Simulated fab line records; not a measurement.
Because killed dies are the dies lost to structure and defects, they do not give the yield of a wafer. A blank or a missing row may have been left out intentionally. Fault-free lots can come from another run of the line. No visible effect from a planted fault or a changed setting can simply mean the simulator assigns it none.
Which tool is to blame? / flow gf180mcu / 24 lots with 72 wafers sampled at 5 steps, on a route of 602 steps

## WHAT THE GAUGES READ, wafer by wafer
GF_V4_THK_MEAS_01.
lot=L074; measured=day 23 09:02; on=film metro-01; V4_CVD_00_THK (nm)=605 611 602
lot=L075; measured=day 23 19:12; on=film metro-02; V4_CVD_00_THK (nm)=597 598 599
lot=L076; measured=day 24 08:11; on=film metro-02; V4_CVD_00_THK (nm)=597 596 591
lot=L077; measured=day 24 11:37; on=film metro-03; V4_CVD_00_THK (nm)=603 607 603
lot=L078; measured=day 24 23:50; on=film metro-03; V4_CVD_00_THK (nm)=602 600 602
lot=L079; measured=day 25 04:16; on=film metro-02; V4_CVD_00_THK (nm)=608 608 607
lot=L080; measured=day 25 13:22; on=film metro-02; V4_CVD_00_THK (nm)=602 607 596
lot=L081; measured=day 26 10:57; on=film metro-03; V4_CVD_00_THK (nm)=589 596 593
lot=L082; measured=day 26 13:00; on=film metro-02; V4_CVD_00_THK (nm)=594 592 594
lot=L083; measured=day 26 18:01; on=film metro-01; V4_CVD_00_THK (nm)=595 593 601
lot=L084; measured=day 27 05:24; on=film metro-02; V4_CVD_00_THK (nm)=606 599 604
lot=L085; measured=day 27 16:12; on=film metro-03; V4_CVD_00_THK (nm)=596 601 593
lot=L086; measured=day 27 15:34; on=film metro-01; V4_CVD_00_THK (nm)=597 595 592
lot=L087; measured=day 28 01:26; on=film metro-03; V4_CVD_00_THK (nm)=600 602 601
lot=L088; measured=day 28 07:42; on=film metro-03; V4_CVD_00_THK (nm)=597 605 587
lot=L090; measured=day 28 17:15; on=film metro-03; V4_CVD_00_THK (nm)=604 596 610
lot=L089; measured=day 28 18:40; on=film metro-02; V4_CVD_00_THK (nm)=600 592 596
lot=L091; measured=day 28 23:13; on=film metro-01; V4_CVD_00_THK (nm)=598 600 603
lot=L092; measured=day 29 06:56; on=film metro-02; V4_CVD_00_THK (nm)=599 610 592
lot=L093; measured=day 29 11:30; on=film metro-01; V4_CVD_00_THK (nm)=588 595 591
lot=L094; measured=day 29 21:34; on=film metro-03; V4_CVD_00_THK (nm)=592 600 598
lot=L095; measured=day 30 02:09; on=film metro-03; V4_CVD_00_THK (nm)=598 601 600
lot=L096; measured=day 30 07:37; on=film metro-02; V4_CVD_00_THK (nm)=602 594 596
lot=L097; measured=day 30 14:39; on=film metro-02; V4_CVD_00_THK (nm)=602 607 607

## EACH LOT AND THE TOOL THAT RAN IT (in order: tool; ch and the chambers of the sampled wafers; start)
lot=L074; GF_HV_LDD_RTA_52=rtp anneal-02 ch 0, day 12 06:13; GF_M1_SPUTTER_04=pvd sputter-04, day 16 00:41; GF_V1_SPUTTER_21=pvd sputter-01, day 18 01:29; GF_M2_SPUTTER_00=pvd sputter-04, day 18 02:11
lot=L075; GF_HV_LDD_RTA_52=rtp anneal-01 ch 0, day 12 16:11; GF_M1_SPUTTER_04=pvd sputter-03, day 16 12:03; GF_V1_SPUTTER_21=pvd sputter-03, day 18 12:43; GF_M2_SPUTTER_00=pvd sputter-01, day 18 13:24
lot=L076; GF_HV_LDD_RTA_52=rtp anneal-01 ch 0, day 13 02:38; GF_M1_SPUTTER_04=pvd sputter-02, day 17 00:29; GF_V1_SPUTTER_21=pvd sputter-01, day 19 02:23; GF_M2_SPUTTER_00=pvd sputter-03, day 19 03:04
lot=L077; GF_HV_LDD_RTA_52=rtp anneal-02 ch 0, day 13 07:02; GF_M1_SPUTTER_04=pvd sputter-02, day 17 04:38; GF_V1_SPUTTER_21=pvd sputter-03, day 19 06:14; GF_M2_SPUTTER_00=pvd sputter-04, day 19 06:56
lot=L078; GF_HV_LDD_RTA_52=rtp anneal-02 ch 0, day 13 18:32; GF_M1_SPUTTER_04=pvd sputter-03, day 17 17:14; GF_V1_SPUTTER_21=pvd sputter-02, day 19 19:43; GF_M2_SPUTTER_00=pvd sputter-03, day 19 20:25
lot=L079; GF_HV_LDD_RTA_52=rtp anneal-01 ch 0, day 14 01:08; GF_M1_SPUTTER_04=pvd sputter-02, day 18 00:08; GF_V1_SPUTTER_21=pvd sputter-01, day 20 02:13; GF_M2_SPUTTER_00=pvd sputter-01, day 20 02:55
lot=L080; GF_HV_LDD_RTA_52=rtp anneal-02 ch 0, day 14 07:07; GF_M1_SPUTTER_04=pvd sputter-04, day 18 07:59; GF_V1_SPUTTER_21=pvd sputter-02, day 20 10:52; GF_M2_SPUTTER_00=pvd sputter-01, day 20 11:34
lot=L081; GF_HV_LDD_RTA_52=rtp anneal-01 ch 0, day 15 04:35; GF_M1_SPUTTER_04=pvd sputter-03, day 19 08:51; GF_V1_SPUTTER_21=pvd sputter-02, day 21 11:55; GF_M2_SPUTTER_00=pvd sputter-04, day 21 12:37
lot=L082; GF_HV_LDD_RTA_52=rtp anneal-02 ch 0, day 15 05:29; GF_M1_SPUTTER_04=pvd sputter-02, day 19 11:02; GF_V1_SPUTTER_21=pvd sputter-03, day 21 13:55; GF_M2_SPUTTER_00=pvd sputter-04, day 21 14:37
lot=L083; GF_HV_LDD_RTA_52=rtp anneal-02 ch 0, day 15 13:26; GF_M1_SPUTTER_04=pvd sputter-04, day 19 18:08; GF_V1_SPUTTER_21=pvd sputter-01, day 21 20:03; GF_M2_SPUTTER_00=pvd sputter-03, day 21 20:44
lot=L084; GF_HV_LDD_RTA_52=rtp anneal-01 ch 0, day 16 00:56; GF_M1_SPUTTER_04=pvd sputter-03, day 20 07:30; GF_V1_SPUTTER_21=pvd sputter-03, day 22 08:53; GF_M2_SPUTTER_00=pvd sputter-01, day 22 09:34
lot=L085; GF_HV_LDD_RTA_52=rtp anneal-02 ch 0, day 16 12:23; GF_M1_SPUTTER_04=pvd sputter-04, day 20 20:17; GF_V1_SPUTTER_21=pvd sputter-01, day 22 21:34; GF_M2_SPUTTER_00=pvd sputter-01, day 22 22:16
lot=L086; GF_HV_LDD_RTA_52=rtp anneal-02 ch 0, day 16 13:23; GF_M1_SPUTTER_04=pvd sputter-03, day 20 19:37; GF_V1_SPUTTER_21=pvd sputter-02, day 22 21:08; GF_M2_SPUTTER_00=pvd sputter-04, day 22 21:49
lot=L087; GF_HV_LDD_RTA_52=rtp anneal-01 ch 0, day 16 22:55; GF_M1_SPUTTER_04=pvd sputter-03, day 21 06:18; GF_V1_SPUTTER_21=pvd sputter-02, day 23 07:22; GF_M2_SPUTTER_00=pvd sputter-04, day 23 08:04
lot=L088; GF_HV_LDD_RTA_52=rtp anneal-01 ch 0, day 17 06:31; GF_M1_SPUTTER_04=pvd sputter-02, day 21 14:46; GF_V1_SPUTTER_21=pvd sputter-01, day 23 15:04; GF_M2_SPUTTER_00=pvd sputter-03, day 23 15:45
lot=L090; GF_HV_LDD_RTA_52=rtp anneal-02 ch 0, day 17 19:59; GF_M1_SPUTTER_04=pvd sputter-04, day 22 01:56; GF_V1_SPUTTER_21=pvd sputter-02, day 24 01:00; GF_M2_SPUTTER_00=pvd sputter-03, day 24 01:41
lot=L089; GF_HV_LDD_RTA_52=rtp anneal-01 ch 0, day 17 20:53; GF_M1_SPUTTER_04=pvd sputter-04, day 22 03:29; GF_V1_SPUTTER_21=pvd sputter-01, day 24 02:56; GF_M2_SPUTTER_00=pvd sputter-03, day 24 03:38
lot=L091; GF_HV_LDD_RTA_52=rtp anneal-02 ch 0, day 18 03:35; GF_M1_SPUTTER_04=pvd sputter-03, day 22 10:46; GF_V1_SPUTTER_21=pvd sputter-01, day 24 09:37; GF_M2_SPUTTER_00=pvd sputter-03, day 24 10:19
lot=L092; GF_HV_LDD_RTA_52=rtp anneal-02 ch 0, day 18 09:57; GF_M1_SPUTTER_04=pvd sputter-02, day 22 16:48; GF_V1_SPUTTER_21=pvd sputter-02, day 24 16:16; GF_M2_SPUTTER_00=pvd sputter-04, day 24 16:57
lot=L093; GF_HV_LDD_RTA_52=rtp anneal-02 ch 0, day 18 17:26; GF_M1_SPUTTER_04=pvd sputter-03, day 22 23:44; GF_V1_SPUTTER_21=pvd sputter-02, day 24 22:47; GF_M2_SPUTTER_00=pvd sputter-03, day 24 23:29
lot=L094; GF_HV_LDD_RTA_52=rtp anneal-02 ch 0, day 19 05:35; GF_M1_SPUTTER_04=pvd sputter-03, day 23 11:41; GF_V1_SPUTTER_21=pvd sputter-03, day 25 09:56; GF_M2_SPUTTER_00=pvd sputter-01, day 25 10:38
lot=L095; GF_HV_LDD_RTA_52=rtp anneal-01 ch 0, day 19 11:38; GF_M1_SPUTTER_04=pvd sputter-03, day 23 17:01; GF_V1_SPUTTER_21=pvd sputter-02, day 25 14:58; GF_M2_SPUTTER_00=pvd sputter-03, day 25 15:39
lot=L096; GF_HV_LDD_RTA_52=rtp anneal-02 ch 0, day 19 18:41; GF_M1_SPUTTER_04=pvd sputter-02, day 23 23:35; GF_V1_SPUTTER_21=pvd sputter-01, day 25 21:41; GF_M2_SPUTTER_00=pvd sputter-01, day 25 22:23
lot=L097; GF_HV_LDD_RTA_52=rtp anneal-01 ch 0, day 20 04:35; GF_M1_SPUTTER_04=pvd sputter-03, day 24 09:23; GF_V1_SPUTTER_21=pvd sputter-03, day 26 06:45; GF_M2_SPUTTER_00=pvd sputter-03, day 26 07:27
- GF_HV_LDD_RTA_52: time 10 s.
- GF_M1_SPUTTER_04: material TiN, target thk 50 nm, time 41.7 s.
- GF_V1_SPUTTER_21: material Ti, target thk 15 nm, time 80.02 s.
- GF_M2_SPUTTER_00: material Ti, target thk 37.5 nm, time 150 s.

## AS READ BY THE TOOLS THEMSELVES (means over the sampled wafers that have a number; for cases with no such wafer, the mark the record gives instead)
GF_HV_LDD_RTA_52.
lot=L074; tool=rtp anneal-02; chamber o2 ppm=1.999; lamp power pct (%)=29; wafer_temp_C_max=1002.7
lot=L075; tool=rtp anneal-01; chamber o2 ppm=1.976; lamp power pct (%)=37; wafer_temp_C_max=1003.3
lot=L076; tool=rtp anneal-01; chamber o2 ppm=2.002; lamp power pct (%)=37; wafer_temp_C_max=1003.3
lot=L077; tool=rtp anneal-02; chamber o2 ppm=1.997; lamp power pct (%)=29; wafer_temp_C_max=1003.5
lot=L078; tool=rtp anneal-02; chamber o2 ppm=1.986; lamp power pct (%)=29; wafer_temp_C_max=1001.6
lot=L079; tool=rtp anneal-01; chamber o2 ppm=1.979; lamp power pct (%)=37; wafer_temp_C_max=1003.0
lot=L080; tool=rtp anneal-02; chamber o2 ppm=2.032; lamp power pct (%)=29; wafer_temp_C_max=1002.1
lot=L081; tool=rtp anneal-01; chamber o2 ppm=2.006; lamp power pct (%)=37; wafer_temp_C_max=1003.2
lot=L082; tool=rtp anneal-02; chamber o2 ppm=1.991; lamp power pct (%)=29; wafer_temp_C_max=1002.8
lot=L083; tool=rtp anneal-02; chamber o2 ppm=2.030; lamp power pct (%)=29; wafer_temp_C_max=1002.9
lot=L084; tool=rtp anneal-01; chamber o2 ppm=2.005; lamp power pct (%)=37; wafer_temp_C_max=1003.0
lot=L085; tool=rtp anneal-02; chamber o2 ppm=1.993; lamp power pct (%)=29; wafer_temp_C_max=1002.3
lot=L086; tool=rtp anneal-02; chamber o2 ppm=2.012; lamp power pct (%)=29; wafer_temp_C_max=1002.2
lot=L087; tool=rtp anneal-01; chamber o2 ppm=2.016; lamp power pct (%)=37; wafer_temp_C_max=1003.2
lot=L088; tool=rtp anneal-01; chamber o2 ppm=1.997; lamp power pct (%)=37; wafer_temp_C_max=1004.0
lot=L090; tool=rtp anneal-02; chamber o2 ppm=1.957; lamp power pct (%)=29; wafer_temp_C_max=1002.9
lot=L089; tool=rtp anneal-01; chamber o2 ppm=1.963; lamp power pct (%)=37; wafer_temp_C_max=1003.7
lot=L091; tool=rtp anneal-02; chamber o2 ppm=1.985; lamp power pct (%)=29; wafer_temp_C_max=1002.5
lot=L092; tool=rtp anneal-02; chamber o2 ppm=2.004; lamp power pct (%)=29; wafer_temp_C_max=1001.9
lot=L093; tool=rtp anneal-02; chamber o2 ppm=1.961; lamp power pct (%)=29; wafer_temp_C_max=1002.6
lot=L094; tool=rtp anneal-02; chamber o2 ppm=2.001; lamp power pct (%)=29; wafer_temp_C_max=1002.3
lot=L095; tool=rtp anneal-01; chamber o2 ppm=2.010; lamp power pct (%)=37; wafer_temp_C_max=1004.0
lot=L096; tool=rtp anneal-02; chamber o2 ppm=2.017; lamp power pct (%)=29; wafer_temp_C_max=1002.5
lot=L097; tool=rtp anneal-01; chamber o2 ppm=2.001; lamp power pct (%)=37; wafer_temp_C_max=1003.7

GF_M1_SPUTTER_04.
lot=L074; tool=pvd sputter-04; throttle valve pct (%)=29.9
lot=L075; tool=pvd sputter-03; throttle valve pct (%)=29.7
lot=L076; tool=pvd sputter-02; throttle valve pct (%)=29.1
lot=L077; tool=pvd sputter-02; throttle valve pct (%)=29.1
lot=L078; tool=pvd sputter-03; throttle valve pct (%)=29.9
lot=L079; tool=pvd sputter-02; throttle valve pct (%)=28.7
lot=L080; tool=pvd sputter-04; throttle valve pct (%)=29.9
lot=L081; tool=pvd sputter-03; throttle valve pct (%)=30.4
lot=L082; tool=pvd sputter-02; throttle valve pct (%)=29.5
lot=L083; tool=pvd sputter-04; throttle valve pct (%)=29.4
lot=L084; tool=pvd sputter-03; throttle valve pct (%)=28.4
lot=L085; tool=pvd sputter-04; throttle valve pct (%)=29.6
lot=L086; tool=pvd sputter-03; throttle valve pct (%)=29.4
lot=L087; tool=pvd sputter-03; throttle valve pct (%)=30.4
lot=L088; tool=pvd sputter-02; throttle valve pct (%)=29.0
lot=L090; tool=pvd sputter-04; throttle valve pct (%)=29.7
lot=L089; tool=pvd sputter-04; throttle valve pct (%)=29.7
lot=L091; tool=pvd sputter-03; throttle valve pct (%)=30.1
lot=L092; tool=pvd sputter-02; throttle valve pct (%)=29.4
lot=L093; tool=pvd sputter-03; throttle valve pct (%)=29.1
lot=L094; tool=pvd sputter-03; throttle valve pct (%)=29.0
lot=L095; tool=pvd sputter-03; throttle valve pct (%)=29.8
lot=L096; tool=pvd sputter-02; throttle valve pct (%)=29.6
lot=L097; tool=pvd sputter-03; throttle valve pct (%)=29.1

GF_V1_SPUTTER_21.
lot=L074; tool=pvd sputter-01; throttle valve pct (%)=30.3
lot=L075; tool=pvd sputter-03; throttle valve pct (%)=29.5
lot=L076; tool=pvd sputter-01; throttle valve pct (%)=29.6
lot=L077; tool=pvd sputter-03; throttle valve pct (%)=28.9
lot=L078; tool=pvd sputter-02; throttle valve pct (%)=29.6
lot=L079; tool=pvd sputter-01; throttle valve pct (%)=29.7
lot=L080; tool=pvd sputter-02; throttle valve pct (%)=29.4
lot=L081; tool=pvd sputter-02; throttle valve pct (%)=29.4
lot=L082; tool=pvd sputter-03; throttle valve pct (%)=29.9
lot=L083; tool=pvd sputter-01; throttle valve pct (%)=30.8
lot=L084; tool=pvd sputter-03; throttle valve pct (%)=31.3
lot=L085; tool=pvd sputter-01; throttle valve pct (%)=29.5
lot=L086; tool=pvd sputter-02; throttle valve pct (%)=29.6
lot=L087; tool=pvd sputter-02; throttle valve pct (%)=29.4
lot=L088; tool=pvd sputter-01; throttle valve pct (%)=30.4
lot=L090; tool=pvd sputter-02; throttle valve pct (%)=29.2
lot=L089; tool=pvd sputter-01; throttle valve pct (%)=29.5
lot=L091; tool=pvd sputter-01; throttle valve pct (%)=29.9
lot=L092; tool=pvd sputter-02; throttle valve pct (%)=29.5
lot=L093; tool=pvd sputter-02; throttle valve pct (%)=29.2
lot=L094; tool=pvd sputter-03; throttle valve pct (%)=29.1
lot=L095; tool=pvd sputter-02; throttle valve pct (%)=29.1
lot=L096; tool=pvd sputter-01; throttle valve pct (%)=30.2
lot=L097; tool=pvd sputter-03; throttle valve pct (%)=29.1

GF_M2_SPUTTER_00.
lot=L074; tool=pvd sputter-04; throttle valve pct (%)=29.3
lot=L075; tool=pvd sputter-01; throttle valve pct (%)=29.5
lot=L076; tool=pvd sputter-03; throttle valve pct (%)=29.2
lot=L077; tool=pvd sputter-04; throttle valve pct (%)=29.7
lot=L078; tool=pvd sputter-03; throttle valve pct (%)=29.6
lot=L079; tool=pvd sputter-01; throttle valve pct (%)=29.8
lot=L080; tool=pvd sputter-01; throttle valve pct (%)=29.5
lot=L081; tool=pvd sputter-04; throttle valve pct (%)=29.4
lot=L082; tool=pvd sputter-04; throttle valve pct (%)=29.5
lot=L083; tool=pvd sputter-03; throttle valve pct (%)=30.1
lot=L084; tool=pvd sputter-01; throttle valve pct (%)=29.9
lot=L085; tool=pvd sputter-01; throttle valve pct (%)=30.1
lot=L086; tool=pvd sputter-04; throttle valve pct (%)=29.7
lot=L087; tool=pvd sputter-04; throttle valve pct (%)=29.6
lot=L088; tool=pvd sputter-03; throttle valve pct (%)=29.6
lot=L090; tool=pvd sputter-03; throttle valve pct (%)=30.5
lot=L089; tool=pvd sputter-03; throttle valve pct (%)=29.9
lot=L091; tool=pvd sputter-03; throttle valve pct (%)=30.4
lot=L092; tool=pvd sputter-04; throttle valve pct (%)=29.6
lot=L093; tool=pvd sputter-03; throttle valve pct (%)=29.1
lot=L094; tool=pvd sputter-01; throttle valve pct (%)=30.0
lot=L095; tool=pvd sputter-03; throttle valve pct (%)=29.7
lot=L096; tool=pvd sputter-01; throttle valve pct (%)=29.1
lot=L097; tool=pvd sputter-03; throttle valve pct (%)=29.1

## THE ANSWER, worked out from the rows above alone
Rule: usual is defined by the lots themselves. The widest of any qualifying gaps counts: lots, ordered by their means at a reading, are off when they make up no more than a third of the lots, leave a main group of 4 or more, and stand apart from it by 3 or more times the standard deviation of that group's means. The tables above print the reading to a certain number of digits; a main group whose means all agree to those digits is not used. A lot without any number at a reading at which 4 lots or more have one is off too. All remaining lots with rows at the step are treated as sound. After the gauges, taken in route order, come the tools' own readings; for these a lot's mean is taken, as printed above. At the first step where some lot is off, the reading lying furthest off is the one used; lots without a number count as furthest.
Nothing can be told from this: no lot is off at any reading shown.

## WHAT THE SIMULATOR PUT IN
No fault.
